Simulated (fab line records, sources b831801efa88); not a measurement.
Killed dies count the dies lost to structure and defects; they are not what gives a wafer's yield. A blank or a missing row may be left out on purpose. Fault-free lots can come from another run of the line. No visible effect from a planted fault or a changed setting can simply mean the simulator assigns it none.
What tool caused it? | flow sky130 | Sampling: 12 lots, 36 wafers, 5 of 708 route steps

## WHAT THE GAUGES SHOWED, per wafer
SKY_METAL1_CD_MEAS_15: the cd target is 140 nm.
lot  | measured     | on       | cdNm (nm)
L716 | day 33 18:53 | cdSem-01 | 138.1 137.8 138.8
L717 | day 34 07:46 | cdSem-01 | 137.7 138.4 139.0
L718 | day 34 20:53 | cdSem-01 | 142.4 142.5 141.7
L719 | day 34 23:53 | cdSem-01 | 142.2 141.5 140.8
L722 | day 35 19:44 | cdSem-02 | 139.6 139.7 138.7
L729 | day 37 21:29 | cdSem-02 | 141.5 141.7 140.3
L730 | day 38 05:50 | cdSem-02 | 142.9 142.3 141.3
L731 | day 38 10:25 | cdSem-02 | 141.1 141.4 141.0
L732 | day 38 14:29 | cdSem-02 | 139.7 137.6 140.0
L733 | day 39 04:29 | cdSem-01 | 140.5 139.0 139.2
L734 | day 39 08:04 | cdSem-02 | 141.7 143.3 142.1
L738 | day 40 08:08 | cdSem-02 | 140.1 139.8 140.3

SKY_VIA2_THK_MEAS_01.
lot  | measured     | on           | VIA2_HDPCVD_THK (nm)
L716 | day 36 05:09 | filmMetro-01 | 1199 1199 1200
L717 | day 36 17:35 | filmMetro-04 | 1200 1168 1199
L718 | day 37 07:29 | filmMetro-04 | 1183 1182 1166
L719 | day 37 09:22 | filmMetro-03 | 1186 1183 1210
L722 | day 38 05:17 | filmMetro-03 | 1168 1185 1173
L729 | day 40 04:47 | filmMetro-01 | 1202 904 1190 1202 904 1188
L730 | day 40 13:23 | filmMetro-03 | 1192 1179 1160
L731 | day 40 17:49 | filmMetro-01 | 1172 1190 1172
L732 | day 40 20:46 | filmMetro-01 | 1184 1202 1186
L733 | day 41 10:31 | filmMetro-03 | 1183 1204 1201
L734 | day 41 14:23 | filmMetro-04 | 1181 1189 1192
L738 | day 42 13:49 | filmMetro-03 | 1208 1199 1206

SKY_PASSIVATION_THK_MEAS_03.
lot  | measured     | on           | PASSIVATION_CVD_02_THK (nm)
L716 | day 44 22:43 | filmMetro-01 | 540 534 541
L717 | day 45 10:46 | filmMetro-01 | 546 542 546
L718 | day 45 22:43 | filmMetro-02 | 541 539 549
L719 | day 45 23:44 | filmMetro-01 | 539 546 543
L722 | day 46 14:43 | filmMetro-02 | 527 540 536
L729 | day 48 07:48 | filmMetro-02 | 537 538 544
L730 | day 48 13:18 | filmMetro-01 | 542 545 542
L731 | day 48 16:43 | filmMetro-02 | 536 549 541
L732 | day 48 19:39 | filmMetro-04 | 545 545 559
L733 | day 49 05:28 | filmMetro-04 | 537 546 541
L734 | day 49 08:53 | filmMetro-01 | 552 554 551
L738 | day 50 02:26 | filmMetro-01 | 538 525 541

## TOOL THAT RAN EACH LOT (tool first, then ch and the chambers of the sampled wafers, then the start)
lot  | SKY_VIA2_HDPCVD_00               | SKY_METAL3_SPUTTER_01
L716 | hdpcvd-01 ch 0,1, day 36 05:01   | pvdSputter-01, day 37 09:05
L717 | hdpcvd-01 ch 0,1,2, day 36 17:28 | pvdSputter-02, day 37 22:08
L718 | hdpcvd-02 ch 0,1,2, day 37 07:22 | pvdSputter-02, day 38 12:12
L719 | hdpcvd-01 ch 0,2, day 37 09:14   | pvdSputter-04, day 38 13:42
L722 | hdpcvd-02 ch 0,1, day 38 05:06   | pvdSputter-01, day 39 08:58
L729 | hdpcvd-02 ch 0,1,2, day 40 04:40 | pvdSputter-04, day 41 08:01
L730 | hdpcvd-01 ch 0,1,2, day 40 13:17 | pvdSputter-04, day 41 15:54
L731 | hdpcvd-01 ch 0,2, day 40 17:40   | pvdSputter-04, day 41 20:49
L732 | hdpcvd-01 ch 0,1, day 40 20:37   | pvdSputter-02, day 41 23:13
L733 | hdpcvd-01 ch 0,1,2, day 41 10:22 | pvdSputter-02, day 42 12:47
L734 | hdpcvd-01 ch 0,2, day 41 14:14   | pvdSputter-01, day 42 16:32
L738 | hdpcvd-01 ch 0,1,2, day 42 13:42 | pvdSputter-04, day 43 15:26
- SKY_VIA2_HDPCVD_00: deposits SiO2, target thk 1180 nm, time 196.7 s.
- SKY_METAL3_SPUTTER_01: material TiN, target thk 20 nm, time 16.7 s.

## WHAT THE TOOLS THEMSELVES READ (means of the sampled wafers that have a number; where no wafer has one, the mark that the record gives instead)
SKY_VIA2_HDPCVD_00.
lot  | tool      | runLengthS (s)
L716 | hdpcvd-01 | 225.0
L717 | hdpcvd-01 | 224.5
L718 | hdpcvd-02 | 224.1
L719 | hdpcvd-01 | 224.5
L722 | hdpcvd-02 | 224.6
L729 | hdpcvd-02 | 209.7
L730 | hdpcvd-01 | 225.0
L731 | hdpcvd-01 | 224.6
L732 | hdpcvd-01 | 224.8
L733 | hdpcvd-01 | 224.6
L734 | hdpcvd-01 | 224.6
L738 | hdpcvd-01 | 224.7

SKY_METAL3_SPUTTER_01.
lot  | tool          | throttleValvePct (%)
L716 | pvdSputter-01 | 31.5
L717 | pvdSputter-02 | 29.5
L718 | pvdSputter-02 | 29.5
L719 | pvdSputter-04 | 29.7
L722 | pvdSputter-01 | 31.3
L729 | pvdSputter-04 | 29.8
L730 | pvdSputter-04 | 28.4
L731 | pvdSputter-04 | 30.0
L732 | pvdSputter-02 | 29.8
L733 | pvdSputter-02 | 29.8
L734 | pvdSputter-01 | 31.3
L738 | pvdSputter-04 | 29.1

## THE ANSWER, worked out from the rows above alone
Rule: usual is defined by the lots themselves. Put in order of their means at a reading, lots are off if they are a third of the lots or fewer, leave a main group of 4 or more, and stand apart from it by a gap of 3 or more times the standard deviation of the main group's means; of several such gaps the widest counts. If all means in a main group match to the digits the tables above print for the reading, that group is not used. Also off: a lot with no number at a reading for which 4 or more lots have one. Any other lot the step has rows for is counted as sound. The gauges are gone through in route order, then the tools' own readings, and for those a lot's mean is taken as printed above. The first step at which some lot is off is used, and at that step the reading that is off furthest; a lot without a number counts as furthest.
Off: at SKY_VIA2_THK_MEAS_01 (VIA2_HDPCVD_THK), L729. The main group has a mean of 1188 nm with a standard deviation of 9.5.
A tool fits if, at a process step before that reading, it ran every lot that is off, and no sound lot after the first of them. The gauges at SKY_VIA2_THK_MEAS_01 aren't tried: what is off there is off at SKY_VIA2_HDPCVD_00 too, on other tools, and a gauge's error can't cause that. One candidate fits, namely hdpcvd-02 at SKY_VIA2_HDPCVD_00. A fault onset in the window from L722 (day 38 05:06, its last sound lot) to L729 (day 40 04:40, its first lot off) fits.
The tool's own readings at SKY_VIA2_HDPCVD_00 bear it out: on the lots that are off they differ by more than 5 times the standard deviation of the sound lots' means. runLengthS reads 209.7 s there against 224.6 s on the sound lots.

## WHAT THE SIMULATOR HAD INSERTED
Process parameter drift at SKY_VIA2_HDPCVD_00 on hdpcvd-02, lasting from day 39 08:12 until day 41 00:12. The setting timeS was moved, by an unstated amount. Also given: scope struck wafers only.
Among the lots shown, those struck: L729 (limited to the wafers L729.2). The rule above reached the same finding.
